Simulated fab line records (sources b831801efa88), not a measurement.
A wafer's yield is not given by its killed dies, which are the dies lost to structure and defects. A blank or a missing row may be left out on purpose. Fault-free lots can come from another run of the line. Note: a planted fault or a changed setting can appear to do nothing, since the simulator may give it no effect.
fab line records ; flow sky130
[record] lots = 7; wafers = 19; lastDay = 51
route steps=708 shown METAL1@455 VIA1@458 PAD_OPEN@708
lots with no fault: from the same line, run without faults
startH: the number of hours between the record's first day and the start of the first shown wafer of the lot ; waitH: time in hours since the lot's previous step ; " identical to the entry in the row above ; L1.1+2: several wafers, shown together as one row ; - no value present, or no start provided ; * or withheld: withheld ; < > ~ a bound
route shown NAME@n: names a module that has steps shown in the file, with the first one's number in the route ; usual: mean/standard deviation taken from wafers without a fault ; same: alike in all rows ; chamber/n: place in a boat ; sites: the reading at each site ; _std_site: standard deviation of those values ; _edge_site: the outer-site mean with the inner-site mean subtracted ; radiusMm: for every site, how far away it sits from the centre of the wafer ; mask NAME#n: copy n ; behind: the most recent tool/chamber to have shaped the wafer ; hold: what put the lot on hold/how long, in hours/how the hold closed ; device: transistor that didn't switch, given as n, p or np ; end of line: tests run on the same wafers once the route is complete ; where a step has no rows: the recipe by itself ; killed: not the wafer's yield, but the dies lost to structure and defects at the first sort ; map: dies across one wafer; x = killed, . = not, _ = none there
set.NAME: the setting as run; set.NAME@STEP: as run at that earlier step ; model.NAME: the simulator's own value behind a step, which no gauge read
lots seen at some steps along the route; tables by step, rows by wafer
services: from which hour (startH, from the record's first day; less than 0 if before it) a tool's chamber was out of use, for how many hours, and why
[[steps]]
[step SKY_METAL1_STRIP_21]
[recipe] chemistry = postEtchResidueRemover; timeS = 1200; tempC = 72.5
[step SKY_METAL1_CLEAN_22]
[recipe] chemistry = IPA; timeS = 180; tempC = 25
[step SKY_METAL1_CLEAN_23]
[recipe] chemistry = O3/DIW; dry = n2Spin
[step SKY_VIA1_HDPCVD_00]
[recipe] material = SiO2; targetThkNm = 1030; sigmaOpenFrac = 0.3; timeS = 171.7; tempC = 400; sih4FlowSccm = 60; pressureMtorr = 6
[step SKY_VIA1_THK_MEAS_01]
[recipe] reads = SiO2_of_VIA1_HDPCVD_00
[usual] VIA1_HDPCVD_THK = 1020/13
lot.wafer;tool;chamber;startH;waitH;VIA1_HDPCVD_THK[nm]
L407.3;filmMetro-03;-;785.93;0.1;1014
L407.4;filmMetro-03;-;785.93;0.1;1021
L407.6;filmMetro-03;-;785.93;0.1;1015
L412.1;filmMetro-03;-;829.59;0.1;1018
L412.5;filmMetro-03;-;829.59;0.1;1024
L415.4;filmMetro-03;-;849.45;0.0;1004
L415.5;filmMetro-03;-;849.45;0.0;1011
L416.1;filmMetro-02;-;857.25;0.1;1017
L416.2;filmMetro-02;-;857.25;0.1;1017
L416.6;filmMetro-02;-;857.25;0.1;1012
L418.1;filmMetro-02;-;866.04;0.1;1002
L418.4;filmMetro-02;-;866.04;0.1;1009
L418.5;filmMetro-02;-;866.04;0.1;1004
L425.1;filmMetro-03;-;924.16;0.1;1018
L425.3;filmMetro-03;-;924.16;0.1;1026
L425.6;filmMetro-03;-;924.16;0.1;1022
L427.2;filmMetro-02;-;960.60;0.1;1022
L427.4;filmMetro-02;-;960.60;0.1;1012
L427.5;filmMetro-02;-;960.60;0.1;1022
[step SKY_VIA1_CMP_02]
[recipe] material = SiO2; downForcePsi = 4; platenRpm = 60; padVelocityMS = 0.94248
[usual] motorCurrentA = 12.2/0.9
lot.wafer;tool;chamber;startH;waitH;motorCurrentA
L407.4;cmp-02;3;786.02;0.1;11.6
L407.3;cmp-02;0;786.02;0.1;11.1
L407.6;cmp-02;3;786.02;0.1;12.0
L412.1;cmp-01;2;829.65;0.1;12.5
L412.5;cmp-01;2;829.65;0.1;12.3
L415.4;cmp-01;0;849.63;0.2;11.5
L415.5;cmp-01;1;849.63;0.2;13.9
L416.1;cmp-01;2;857.31;0.1;12.5
L416.2;cmp-01;1;857.31;0.1;13.2
L416.6;cmp-01;3;857.31;0.1;11.2
L418.4;cmp-01;3;866.15;0.1;10.9
L418.1;cmp-01;0;866.15;0.1;11.9
L418.5;cmp-01;2;866.15;0.1;12.7
L425.1;cmp-02;3;924.32;0.1;12.5
L425.3;cmp-02;0;924.32;0.1;11.0
L425.6;cmp-02;1;924.32;0.1;11.2
L427.2;cmp-01;3;960.65;0.0;11.1
L427.4;cmp-01;2;960.65;0.0;12.9
L427.5;cmp-01;3;960.65;0.0;11.4
[step SKY_VIA1_BOW_MEAS_03]
[recipe] mode = bow
[usual] VIA1_BOW = 80/6.7
lot.wafer;tool;chamber;startH;waitH;VIA1_BOW[um]
L407.3;filmMetro-02;-;786.31;0.2;85
L407.4;filmMetro-02;-;786.31;0.2;85
L407.6;filmMetro-02;-;786.31;0.2;73
L412.1;filmMetro-01;-;829.95;0.2;85
L412.5;filmMetro-01;-;829.95;0.2;91
L415.4;filmMetro-02;-;849.84;0.2;83
L415.5;filmMetro-02;-;849.84;0.2;83
L416.1;filmMetro-01;-;857.61;0.2;76
L416.2;filmMetro-01;-;857.61;0.2;75
L416.6;filmMetro-01;-;857.61;0.2;84
L418.1;filmMetro-02;-;866.40;0.1;83
L418.4;filmMetro-02;-;866.40;0.1;91
L418.5;filmMetro-02;-;866.40;0.1;80
L425.1;filmMetro-02;-;924.52;0.1;83
L425.3;filmMetro-02;-;924.52;0.1;75
L425.6;filmMetro-02;-;924.52;0.1;91
L427.2;filmMetro-03;-;960.97;0.3;82
L427.4;filmMetro-03;-;960.97;0.3;79
L427.5;filmMetro-03;-;960.97;0.3;84
[step SKY_VIA1_DEHYDRATE_04]
[recipe] tempC = 200; timeS = 60
[step SKY_VIA1_HMDS_05]
[recipe] primeTimeS = 60; primeTempC = 120
[step SKY_VIA1_COAT_06]
[recipe] resist = BARC; tempC = withheld; timeS = withheld; spinRpm = 3000; resistThkNm = 60
[step SKY_VIA1_COAT_07]
[recipe] resist = KrF-thick; spinRpm = 3000; resistThkNm = 450
[step SKY_VIA1_SOFTBAKE_08]
[recipe] tempC = 100; timeS = 90; resist = KrF-thick
[step SKY_VIA1_EXPOSE_09]
[recipe] maskId = VIM; na = 0.8; sourceShape = annular; sigmaInner = 0.55; sigmaOuter = 0.85; targetCdNm = 150; doseMj = 38
[usual] focusOffsetNm = 0.0/0.48
lot.wafer;tool;chamber;startH;waitH;mask;focusOffsetNm
L407.3;krfScanner-01;0;799.22;-;VIM#0;-0.1
L407.4;krfScanner-01;0;799.22;-;VIM#0;-0.2
L407.6;krfScanner-01;0;799.22;-;VIM#0;-0.3
L412.1;krfScanner-02;0;843.33;-;VIM#0;0.1
L412.5;krfScanner-02;0;843.33;-;VIM#0;-0.2
L415.4;krfScanner-02;0;863.19;-;VIM#0;-0.3
L415.5;krfScanner-02;0;863.19;-;VIM#0;-0.2
L416.1;krfScanner-02;0;871.49;-;VIM#0;0.5
L416.2;krfScanner-02;0;871.49;-;VIM#0;0.2
L416.6;krfScanner-02;0;871.49;-;VIM#0;0.2
L418.1;krfScanner-01;0;879.19;-;VIM#0;0.1
L418.4;krfScanner-01;0;879.19;-;VIM#0;-0.1
L418.5;krfScanner-01;0;879.19;-;VIM#0;0.1
L425.1;krfScanner-01;0;936.78;-;VIM#0;0.1
L425.3;krfScanner-01;0;936.78;-;VIM#0;-0.1
L425.6;krfScanner-01;0;936.78;-;VIM#0;0.0
L427.2;krfScanner-02;0;973.18;-;VIM#0;0.7
L427.4;krfScanner-02;0;973.18;-;VIM#0;0.4
L427.5;krfScanner-02;0;973.18;-;VIM#0;0.0
[step SKY_VIA1_PEB_10]
[recipe] pebTempC = withheld; pebTimeS = withheld; resist = KrF-thick
[step SKY_VIA1_DEVELOP_11]
[recipe] developTimeS = 60; resist = KrF-thick; devTempC = 21
[step SKY_VIA1_CD_MEAS_12]
[recipe] targetCdNm = 150
[usual] cdNm = 150.6/1.7
lot.wafer;tool;chamber;startH;waitH;cdNm
L407.3;cdSem-02;-;812.93;-;150.9
L407.4;cdSem-02;-;812.93;-;148.5
L407.6;cdSem-02;-;812.93;-;151.6
L412.1;cdSem-01;-;855.84;-;52.0
L412.5;cdSem-01;-;855.84;-;51.8
L415.4;cdSem-02;-;875.81;-;152.5
L415.5;cdSem-02;-;875.81;-;51.9
L416.1;cdSem-02;-;883.69;-;52.5
L416.2;cdSem-02;-;883.69;-;148.7
L416.6;cdSem-02;-;883.69;-;152.6
L418.1;cdSem-01;-;892.24;-;150.3
L418.4;cdSem-01;-;892.24;-;151.2
L418.5;cdSem-01;-;892.24;-;152.6
L425.1;cdSem-01;-;947.95;-;147.7
L425.3;cdSem-01;-;947.95;-;147.8
L425.6;cdSem-01;-;947.95;-;149.0
L427.2;cdSem-02;-;984.11;-;151.3
L427.4;cdSem-02;-;984.11;-;150.8
L427.5;cdSem-02;-;984.11;-;152.9
[step SKY_VIA1_OVL_MEAS_13]
[usual] VIA1_OVL = -2/5.8
lot.wafer;tool;chamber;startH;waitH;VIA1_OVL[nm]
L407.3;overlay-01;-;813.02;0.1;3
L407.4;overlay-01;-;813.02;0.1;8
L407.6;overlay-01;-;813.02;0.1;8
L412.1;overlay-01;-;855.96;0.1;-2
L412.5;overlay-01;-;855.96;0.1;-1
L415.4;overlay-01;-;875.89;0.1;-8
L415.5;overlay-01;-;875.89;0.1;-2
L416.1;overlay-01;-;883.81;0.1;3
L416.2;overlay-01;-;883.81;0.1;3
L416.6;overlay-01;-;883.81;0.1;-9
L418.1;overlay-02;-;892.36;0.1;-7
L418.4;overlay-02;-;892.36;0.1;-1
L418.5;overlay-02;-;892.36;0.1;-8
L425.1;overlay-02;-;948.07;0.1;6
L425.3;overlay-02;-;948.07;0.1;7
L425.6;overlay-02;-;948.07;0.1;17
L427.2;overlay-01;-;984.21;0.1;8
L427.4;overlay-01;-;984.21;0.1;8
L427.5;overlay-01;-;984.21;0.1;6
[step SKY_VIA1_ETCH_14]
[recipe] chemistry = N2/H2; target = BARC; ionEnergyEv = 200; sourceW = 500; biasW = 100; pressureMtorr = 30; n2FlowSccm = 100; h2FlowSccm = 200; stopOn = SiO2; timeS = 45.9; targetDepthA = 600
[usual] drypumpMotorCurrentA = 5.8/0.49; oesProductAu = 0.854/0.0045; throttleValvePct = 13.224/0.0098
lot.wafer;tool;chamber;startH;waitH;drypumpMotorCurrentA;oesProductAu;rfHoursCounterH;throttleValvePct;model.VIA1.cdNm
L407.3;rieDiel-02;1;813.04;0.0;6.3;0.855;3;13.229;150.4
L407.4;rieDiel-02;3;813.04;0.0;6.4;0.850;-;13.238;148.5
L407.6;rieDiel-02;1;813.04;0.0;6.2;0.855;-;13.214;152
L412.1;rieDiel-02;3;855.99;0.0;6.4;0.848;2;13.224;50.75
L412.5;rieDiel-02;1;855.99;0.0;6.2;0.859;-;13.231;52.32
L415.4;rieDiel-04;3;875.91;0.0;5.6;0.848;9;13.216;152.1
L415.5;rieDiel-04;0;875.91;0.0;5.3;0.850;-;13.221;51.31
L416.1;rieDiel-03;3;883.84;0.0;6.3;0.854;3;13.219;52.24
L416.2;rieDiel-03;1;883.84;0.0;5.1;0.859;12;13.224;148.5
L416.6;rieDiel-03;2;883.84;0.0;5.4;0.847;-;13.211;152.9
L418.1;rieDiel-03;2;892.39;0.0;5.4;0.851;22;13.224;150
L418.4;rieDiel-03;1;892.39;0.0;5.1;0.857;12;13.201;150.8
L418.5;rieDiel-03;1;892.39;0.0;5.1;0.854;-;13.222;152.2
L425.1;rieDiel-02;0;948.11;0.0;6.1;0.855;7;13.229;147.6
L425.3;rieDiel-02;2;948.11;0.0;5.4;0.853;5;13.230;148.1
L425.6;rieDiel-02;3;948.11;0.0;6.4;0.853;-;13.231;149.2
L427.2;rieDiel-02;2;984.24;0.0;5.4;0.856;6;13.226;151.1
L427.4;rieDiel-02;3;984.24;0.0;6.4;0.853;-;13.227;149.8
L427.5;rieDiel-02;1;984.24;0.0;6.3;0.855;-;13.234;152.6
[step SKY_VIA1_ETCH_15]
[recipe] target = SiO2; chemistry = C4F8/O2/Ar; targetDepthNm = 351; stopOn = TiN; maskMaterial = KrF-thick; sourceW = 1500; biasW = 1200; pressureMtorr = 40; c4f8FlowSccm = withheld; O2_flow_sccm = 6; Ar_flow_sccm = 300; timeS = 54
[usual] oesProductAu = 0.982/0.006
lot.wafer;tool;chamber;startH;waitH;oesProductAu;rfHoursCounterH
L407.3;rieDiel-02;1;813.08;0.0;0.974;3
L407.4;rieDiel-02;3;813.08;0.0;0.989;-
L407.6;rieDiel-02;1;813.08;0.0;0.982;-
L412.1;rieDiel-02;3;856.03;0.0;0.991;2
L412.5;rieDiel-02;1;856.03;0.0;0.984;-
L415.4;rieDiel-04;3;875.95;0.0;0.989;9
L415.5;rieDiel-04;0;875.95;0.0;0.981;-
L416.1;rieDiel-03;3;883.89;0.0;0.977;3
L416.2;rieDiel-03;1;883.89;0.0;0.991;12
L416.6;rieDiel-03;2;883.89;0.0;0.974;-
L418.1;rieDiel-03;2;892.43;0.0;0.971;22
L418.4;rieDiel-03;1;892.43;0.0;0.982;12
L418.5;rieDiel-03;1;892.43;0.0;0.985;-
L425.1;rieDiel-02;0;948.15;0.0;0.976;8
L425.3;rieDiel-02;2;948.15;0.0;0.984;5
L425.6;rieDiel-02;3;948.15;0.0;0.976;-
L427.2;rieDiel-02;2;984.29;0.0;0.981;6
L427.4;rieDiel-02;3;984.29;0.0;0.987;-
L427.5;rieDiel-02;1;984.29;0.0;0.984;-
[step SKY_PAD_OPEN_PROBE_99]
[usual] defectLimitedYield = 82.6/1.8; killed_at_M0_to_M3 = 43/6.5; killed_at_M4_up = 3.1/1.8; killedAtContacts = 24/5.6; killedAtFrontEnd = 15/4.2; killedAtOther = 0.3/0.5; killedDies = 86/8.9; killedOnRim = 17/4.3; killedOpen = 47/6.9; killedShort = 39/5.9; sort_bin_3_pad_short = 0.9/0.39; sort_bin_5_function = 10.4/1.6; sort_bin_6_memory = 6.2/1; sortNPass = 406/8.9; sortYieldPct = 82.6/1.8
[same] grossDies = 492; killedAtBackSide = 0; sort_bin_4_leakage[%] = 0; sort_bin_8_speed[%] = 0
lot.wafer;tool;chamber;startH;waitH;defectLimitedYield[%];killed_at_M0_to_M3;killed_at_M4_up;killedAtContacts;killedAtFrontEnd;killedAtOther;killedDies;killedOnRim;killedOpen;killedShort;sort_bin_3_pad_short[%];sort_bin_5_function[%];sort_bin_6_memory[%];sortNPass;sortYieldPct[%]
L407.3;prober-02;-;1091.67;0.2;85.0;41;1;21;10;1;74;24;40;34;0;7.9;7.1;418;85.0
L407.4;prober-02;-;1091.72;0.2;82.3;47;5;22;13;0;87;19;42;45;0.4;12.2;5.1;405;82.3
L407.6;prober-02;-;1091.82;0.2;84.6;35;4;25;12;0;76;14;38;38;1.4;8.5;5.5;416;84.6
L412.1;prober-02;-;1124.41;0.1;0;446;2;26;18;0;492;96;46;39;1.2;92.9;5.9;0;0
L412.5;prober-02;-;1124.61;0.2;0;446;4;25;17;0;492;96;48;45;1.2;92.1;6.7;0;0
L415.4;prober-01;-;1136.75;0.2;82.1;39;1;26;21;1;88;18;48;40;0.6;10.2;7.1;404;82.1
L415.5;prober-01;-;1136.80;0.2;0;457;1;21;13;0;492;96;48;37;0.4;93.7;5.9;0;0
L416.1;prober-02;-;1145.28;0.1;0;443;5;24;19;1;492;96;49;36;0.8;93.3;5.9;0;0
L416.2;prober-02;-;1145.33;0.1;82.9;50;6;19;9;0;84;18;43;41;1.6;10.8;4.7;408;82.9
L416.6;prober-02;-;1145.53;0.2;83.3;40;2;26;14;0;82;18;48;34;0.8;10.4;5.5;410;83.3
L418.1;prober-02;-;1151.62;0.1;83.9;43;4;17;15;0;79;10;45;34;0;8.3;7.7;413;83.9
L418.4;prober-02;-;1151.77;0.2;83.7;43;3;19;15;0;80;12;39;41;0.6;10.6;5.1;412;83.7
L418.5;prober-02;-;1151.82;0.2;82.3;44;2;31;10;0;87;10;49;38;1.0;9.8;6.9;405;82.3
L425.1;prober-01;-;1189.41;0.1;82.3;42;4;30;9;2;87;11;56;31;1.0;8.9;7.7;405;82.3
L425.3;prober-01;-;1189.51;0.2;81.9;42;5;29;13;0;89;18;50;39;0.8;9.8;7.5;403;81.9
L425.6;prober-01;-;1189.66;0.2;82.3;48;3;17;19;0;87;14;50;37;0.4;9.8;7.5;405;82.3
// killed by level:class
L407.3 VIA1:geometricParticle:open=10 CONTACT:geometricParticle:short=6 VIA3:geometricParticle:open=6 LI_CONTACT:geometricParticle:open=5 CONTACT:geometricParticle:open=5 METAL1:geometricParticle:short=5 METAL2:geometricParticle:short=5 VIA2:geometricParticle:open=5
L407.4 VIA1:geometricParticle:open=10 VIA2:geometricParticle:open=8 VIA1:geometricParticle:short=7 CONTACT:geometricParticle:open=6 LOCAL_INTERCONNECT:geometricParticle:short=6 POLY_GATE:geometricParticle:short=5 METAL2:geometricParticle:short=5 LI_CONTACT:geometricParticle:open=4
L407.6 LOCAL_INTERCONNECT:geometricParticle:short=8 CONTACT:geometricParticle:open=7 VIA1:geometricParticle:open=7 VIA1:geometricParticle:short=5 POLY_GATE:geometricParticle:open=4 LI_CONTACT:geometricParticle:open=4 METAL1:geometricParticle:short=4 VIA2:geometricParticle:open=4
L412.1 VIA1:areaExpose=407 FIELD_ISO:geometricParticle:short=8 VIA2:geometricParticle:open=8 CONTACT:geometricParticle:open=8 LI_CONTACT:geometricParticle:open=7 FIELD_ISO:geometricParticle:open=6 LOCAL_INTERCONNECT:geometricParticle:short=6 VIA1:geometricParticle:open=6
L412.5 VIA1:areaExpose=399 VIA1:geometricParticle:open=14 LI_CONTACT:geometricParticle:open=8 POLY_GATE:geometricParticle:open=7 CONTACT:geometricParticle:short=7 CONTACT:geometricParticle:open=7 METAL2:geometricParticle:short=7 VIA3:geometricParticle:open=6
L415.4 VIA2:geometricParticle:open=11 VIA1:geometricParticle:open=7 CONTACT:geometricParticle:open=6 CONTACT:geometricParticle:short=5 POLY_GATE:geometricParticle:short=5 POLY_GATE:geometricParticle:open=5 LI_CONTACT:geometricParticle:open=5 LOCAL_INTERCONNECT:geometricParticle:short=5
L415.5 VIA1:areaExpose=407 VIA1:geometricParticle:open=14 CONTACT:geometricParticle:open=13 VIA2:geometricParticle:open=8 METAL1:geometricParticle:short=7 METAL2:geometricParticle:short=6 VIA2:geometricParticle:short=5 POLY_GATE:geometricParticle:open=4
L416.1 VIA1:areaExpose=407 VIA1:geometricParticle:open=12 CONTACT:geometricParticle:open=9 METAL2:geometricParticle:short=7 FIELD_ISO:geometricParticle:open=6 VIA3:geometricParticle:open=6 FIELD_ISO:geometricParticle:short=5 LI_CONTACT:geometricParticle:open=5
L416.2 CONTACT:geometricParticle:open=9 VIA1:geometricParticle:open=9 VIA3:geometricParticle:open=8 METAL2:geometricParticle:short=7 VIA2:geometricParticle:open=6 VIA2:geometricParticle:short=5 LI_CONTACT:geometricParticle:open=4 METAL3:geometricParticle:short=4
L416.6 VIA1:geometricParticle:open=13 CONTACT:geometricParticle:open=9 VIA2:geometricParticle:open=8 CONTACT:geometricParticle:short=6 POLY_GATE:geometricParticle:short=5 LI_CONTACT:geometricParticle:open=4 LOCAL_INTERCONNECT:geometricParticle:short=4 VIA3:geometricParticle:open=4
L418.1 VIA1:geometricParticle:open=13 VIA1:geometricParticle:short=9 CONTACT:geometricParticle:open=8 VIA2:geometricParticle:open=6 LI_CONTACT:geometricParticle:open=4 VIA3:geometricParticle:open=4 METAL2:geometricParticle:short=4 METAL4:geometricParticle:short=4
L418.4 VIA1:geometricParticle:open=10 METAL2:geometricParticle:short=8 CONTACT:geometricParticle:open=7 VIA2:geometricParticle:open=6 METAL1:geometricParticle:short=6 VIA2:geometricParticle:short=5 FIELD_ISO:geometricParticle:open=4 VIA1:geometricParticle:short=4
L418.5 VIA1:geometricParticle:open=11 LI_CONTACT:geometricParticle:open=10 CONTACT:geometricParticle:short=8 CONTACT:geometricParticle:open=8 METAL2:geometricParticle:short=8 VIA2:geometricParticle:open=6 FIELD_ISO:geometricParticle:open=4 VIA1:geometricParticle:short=4
L425.1 CONTACT:geometricParticle:open=11 VIA1:geometricParticle:open=9 LI_CONTACT:geometricParticle:open=8 VIA2:geometricParticle:open=8 VIA3:geometricParticle:open=5 METAL2:geometricParticle:short=5 LOCAL_INTERCONNECT:geometricParticle:open=4 CONTACT:geometricParticle:short=4
L425.3 VIA1:geometricParticle:open=9 CONTACT:geometricParticle:open=9 VIA3:geometricParticle:open=9 LI_CONTACT:geometricParticle:open=8 POLY_GATE:geometricParticle:short=5 LOCAL_INTERCONNECT:geometricParticle:short=5 FIELD_ISO:geometricParticle:open=4 VIA2:geometricParticle:open=4
L425.6 VIA1:geometricParticle:open=11 POLY_GATE:geometricParticle:open=9 VIA2:geometricParticle:open=8 METAL2:geometricParticle:short=7 LI_CONTACT:geometricParticle:open=5 CONTACT:geometricParticle:open=5 VIA3:geometricParticle:open=5 POLY_GATE:geometricParticle:short=4
// map L412.1 (x killed, . not)
__________xxxxxxxxxx_________
________xxxxxxxxxxxxxx_______
______xxxxxxxxxxxxxxxxxx_____
_____xxxxxxxxxxxxxxxxxxxx____
____xxxxxxxxxxxxxxxxxxxxxx___
___xxxxxxxxxxxxxxxxxxxxxxxx__
__xxxxxxxxxxxxxxxxxxxxxxxxxx_
_xxxxxxxxxxxxxxxxxxxxxxxxxxxx
_xxxxxxxxxxxxxxxxxxxxxxxxxxxx
_xxxxxxxxxxxxxxxxxxxxxxxxxxxx
_xxxxxxxxxxxxxxxxxxxxxxxxxxxx
_xxxxxxxxxxxxxxxxxxxxxxxxxxxx
_xxxxxxxxxxxxxxxxxxxxxxxxxxxx
_xxxxxxxxxxxxxxxxxxxxxxxxxxxx
_xxxxxxxxxxxxxxxxxxxxxxxxxxxx
__xxxxxxxxxxxxxxxxxxxxxxxxxx_
___xxxxxxxxxxxxxxxxxxxxxxxx__
____xxxxxxxxxxxxxxxxxxxxxx___
_____xxxxxxxxxxxxxxxxxxxx____
______xxxxxxxxxxxxxxxxxx_____
________xxxxxxxxxxxxxx_______
__________xxxxxxxxxx_________
// map L415.5 (x killed, . not)
__________xxxxxxxxxx_________
________xxxxxxxxxxxxxx_______
______xxxxxxxxxxxxxxxxxx_____
_____xxxxxxxxxxxxxxxxxxxx____
____xxxxxxxxxxxxxxxxxxxxxx___
___xxxxxxxxxxxxxxxxxxxxxxxx__
__xxxxxxxxxxxxxxxxxxxxxxxxxx_
_xxxxxxxxxxxxxxxxxxxxxxxxxxxx
_xxxxxxxxxxxxxxxxxxxxxxxxxxxx
_xxxxxxxxxxxxxxxxxxxxxxxxxxxx
_xxxxxxxxxxxxxxxxxxxxxxxxxxxx
_xxxxxxxxxxxxxxxxxxxxxxxxxxxx
_xxxxxxxxxxxxxxxxxxxxxxxxxxxx
_xxxxxxxxxxxxxxxxxxxxxxxxxxxx
_xxxxxxxxxxxxxxxxxxxxxxxxxxxx
__xxxxxxxxxxxxxxxxxxxxxxxxxx_
___xxxxxxxxxxxxxxxxxxxxxxxx__
____xxxxxxxxxxxxxxxxxxxxxx___
_____xxxxxxxxxxxxxxxxxxxx____
______xxxxxxxxxxxxxxxxxx_____
________xxxxxxxxxxxxxx_______
__________xxxxxxxxxx_________
[[services]]
tool;chamber;startH;hours;kind
krfScanner-02;-;770.95;1.0;pm
cmp-01;-;772.61;15.7;repair
rieDiel-02;2;787.87;7.6;repair
rieDiel-03;1;788.88;2.7;repair
rieDiel-02;0;811.91;2.8;repair
krfScanner-01;-;816.43;3.6;pm
krfScanner-01;-;820.56;0.8;pm
cmp-01;-;824.60;0.7;repair
krfScanner-02;-;832.33;0.2;repair
krfScanner-02;-;839.99;0.8;pm
krfScanner-02;-;852.13;4.0;pm
krfScanner-02;-;856.40;1.3;pm
krfScanner-01;-;859.86;1.2;repair
krfScanner-01;-;868.89;1.3;pm
rieDiel-03;2;880.46;2.4;repair
krfScanner-01;-;891.17;0.8;pm
rieDiel-02;-;911.60;2.8;pm
cmp-01;-;912.15;4.0;pm
rieDiel-03;-;923.75;27.5;repair
cmp-01;-;929.78;1.9;repair
krfScanner-02;-;939.95;1.0;pm
cmp-01;-;941.95;0.9;repair
cmp-01;-;952.18;0.5;repair
rieDiel-02;0;983.98;4.4;repair
[[key]]
[firstSign] step = SKY_VIA1_CD_MEAS_12; reading = cdNm; direction = down; sigmas = 58; usual = 150.6; struck = 52.1
[effect] step = SKY_PAD_OPEN_PROBE_99; reading = killed_at_M0_to_M3; direction = up; sigmas = 62; usual = 43; struck = 448
[modelEffect] step = SKY_VIA1_ETCH_14; value = VIA1.cdNm; without = 150; struck = 51.65
[moreKillsBornAt] SKY_VIA1_EXPOSE_09@krfScanner-02 = 1620
metAt SKY_VIA1_EXPOSE_09
struckWafers L412.1,L412.5,L415.5,L416.1
laterRowsLeftOut L412.1,L412.5,L415.5,L416.1
[fault] kind = processParameterDrift; tool = krfScanner-02; chamber = -; onsetH = 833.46; steps = SKY_VIA1_EXPOSE_09; channel = focusNm; offset = 402.76; shape = step; endH = 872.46; scope = struckWafersOnly
// laterRowsLeftOut: the simulator's readings of these wafers behind a module that went badly wrong aren't trusted and aren't shown, but for the sort
